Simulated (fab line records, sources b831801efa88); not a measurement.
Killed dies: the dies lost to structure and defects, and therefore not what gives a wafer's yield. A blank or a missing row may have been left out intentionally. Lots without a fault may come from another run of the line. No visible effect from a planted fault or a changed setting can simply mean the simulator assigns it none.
Matching of chambers    flow sfqLine    SFQ_TRILAYER_I5_ETCH_VIA_ETCH_147 on rieDiel-04: 4 sister chambers
The step etches the open film in CHF3, stops on Nb, target depth 360 nm. 4 wafers are shown with their chamber, then 7 later ones without.

== WAFERS PAIRED WITH THEIR CHAMBERS ==
wafer   chamber  drypumpMotorCurrentA (A)
L888.1  3        5.6
L889.1  1        6.3
L891.2  0        5.5
L891.3  2        6.2

== WAFERS MISSING THEIR CHAMBER ==
wafer   drypumpMotorCurrentA (A)
L891.4  5.6
L893.1  6.3
L893.2  6.2
L893.4  5.4
L894.2  5.6
L894.3  6.2
L894.6  6.2

== THE CHAMBER EACH PASSED THROUGH ==
wafer   from the rows above  in truth
L891.4  3                    3
L893.1  1                    1
L893.2  2                    2
L893.4  0                    0
L894.2  3                    3
L894.3  2                    2
L894.6  2                    2
7 of 7 placed correctly. Left unplaced by these rows: 0. 0 placed wrongly.
How it was worked out, from the rows above alone: a wafer's distance from a chamber is the root of the sum, over the readings, of the square of ((its reading less the chamber's mean) divided by the reading's scatter). The wafer belongs to the nearest chamber; if the next one is less than 2 further off, it can't be placed. Each chamber's mean is taken over the wafers shown for it. The scatter: root of mean squared gap, hidden wafer to nearest shown wafer, with one shown wafer a chamber.
